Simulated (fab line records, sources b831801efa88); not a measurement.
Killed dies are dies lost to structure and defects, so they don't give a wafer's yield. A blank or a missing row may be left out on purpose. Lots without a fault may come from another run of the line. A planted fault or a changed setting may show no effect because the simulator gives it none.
Which tool did it? | flow gf180mcu | 12 lots, 36 wafers sampled, at 3 steps of a route of 602

WHAT THE GAUGES READ, wafer by wafer
GF_TOP_METAL_CD_MEAS_14: target cd 440 nm.
lot  | measured     | on        | cd_nm (nm)
L277 | day 28 16:22 | cd_sem-01 | 447.6 445.5 445.9
L279 | day 29 04:11 | cd_sem-01 | 438.8 436.3 437.5
L280 | day 29 08:59 | cd_sem-02 | 438.2 435.9 437.7
L282 | day 29 15:16 | cd_sem-01 | 442.2 441.1 442.0
L283 | day 30 01:58 | cd_sem-01 | 442.4 441.3 443.5
L284 | day 30 08:16 | cd_sem-01 | 438.1 441.0 440.0
L286 | day 31 07:28 | cd_sem-01 | 436.8 438.8 438.4
L287 | day 31 11:32 | cd_sem-01 | 437.1 434.7 436.6
L288 | day 31 14:10 | cd_sem-01 | 440.8 441.4 443.2
L289 | day 31 20:50 | cd_sem-02 | 439.8 440.6 440.9
L291 | day 32 09:34 | cd_sem-01 | 442.4 442.8 443.1
L298 | day 33 23:52 | cd_sem-02 | 443.1 443.2 444.7

GF_TOP_METAL_OVL_MEAS_15.
lot  | measured     | on         | TOP_METAL_OVL (nm)
L277 | day 28 16:27 | overlay-01 | -2.8 -1.7 -2.5
L279 | day 29 04:18 | overlay-01 | -4.3 -4.1 -2.4
L280 | day 29 09:06 | overlay-01 | 0.4 1.2 0.1
L282 | day 29 15:22 | overlay-01 | -1.3 -2.0 -1.2
L283 | day 30 02:05 | overlay-01 | -0.5 -1.4 -0.8
L284 | day 30 08:22 | overlay-01 | -1.6 -2.5 -2.4
L286 | day 31 07:35 | overlay-02 | -0.8 1.0 -0.3
L287 | day 31 11:39 | overlay-02 | -2.3 -2.9 -2.4
L288 | day 31 14:17 | overlay-01 | 0.5 -0.7 0.5
L289 | day 31 20:58 | overlay-01 | -1.9 -1.0 -1.0
L291 | day 32 09:40 | overlay-01 | 0.1 -0.1 -1.2
L298 | day 33 23:59 | overlay-01 | -0.1 -0.6 -0.6

WHICH TOOL RAN EACH LOT (tool, then ch and the chambers of the sampled wafers, then the start)
lot  | GF_TOP_METAL_SPUTTER_03
L277 | pvd_sputter-03, day 27 20:06
L279 | pvd_sputter-01, day 28 07:53
L280 | pvd_sputter-03, day 28 12:52
L282 | pvd_sputter-01, day 28 19:51
L283 | pvd_sputter-01, day 29 07:32
L284 | pvd_sputter-03, day 29 13:46
L286 | pvd_sputter-04, day 30 13:25
L287 | pvd_sputter-01, day 30 17:22
L288 | pvd_sputter-03, day 30 20:48
L289 | pvd_sputter-03, day 31 03:01
L291 | pvd_sputter-03, day 31 16:25
L298 | pvd_sputter-01, day 33 08:13
- GF_TOP_METAL_SPUTTER_03: material Ti, target thk 5 nm, time 3.3 s.

WHAT THE TOOLS THEMSELVES READ (means of the sampled wafers that have a number; where no wafer has one, the mark that the record gives instead)
GF_TOP_METAL_SPUTTER_03.
lot  | tool           | chamber_pressure_pa (Pa) | throttle_valve_pct (%)
L277 | pvd_sputter-03 | 0.2997                   | 30.5
L279 | pvd_sputter-01 | 0.3002                   | 29.7
L280 | pvd_sputter-03 | 0.2993                   | 31.2
L282 | pvd_sputter-01 | 0.2995                   | 29.6
L283 | pvd_sputter-01 | 0.2999                   | 29.4
L284 | pvd_sputter-03 | 0.3008                   | 31.0
L286 | pvd_sputter-04 | 0.2996                   | 31.3
L287 | pvd_sputter-01 | 0.3002                   | 29.7
L288 | pvd_sputter-03 | 0.3000                   | 31.0
L289 | pvd_sputter-03 | 0.2995                   | 30.9
L291 | pvd_sputter-03 | 0.3001                   | 31.1
L298 | pvd_sputter-01 | 0.3007                   | 29.7

THE ANSWER, worked out from the rows above alone
Rule: what is usual is taken from the lots themselves. Put in order of their means at a reading, lots are off if they are a third of the lots or fewer, leave a main group of 4 or more, and stand apart from it by a gap of 3 or more times the standard deviation of the main group's means; of several such gaps the widest counts. A main group whose means are all the same, to the digits that the tables above print for the reading, isn't used. A lot without any number at a reading at which 4 lots or more have one is off too. The other lots that the step has rows for count as sound. The gauges are gone through in route order, then the tools' own readings, and for those a lot's mean is taken as printed above. The first step at which some lot is off is used, and at that step the reading that is off furthest; a lot without a number counts as furthest.
No lot is off at any reading shown: from this, nothing can be told.

WHAT THE SIMULATOR HAD PUT IN
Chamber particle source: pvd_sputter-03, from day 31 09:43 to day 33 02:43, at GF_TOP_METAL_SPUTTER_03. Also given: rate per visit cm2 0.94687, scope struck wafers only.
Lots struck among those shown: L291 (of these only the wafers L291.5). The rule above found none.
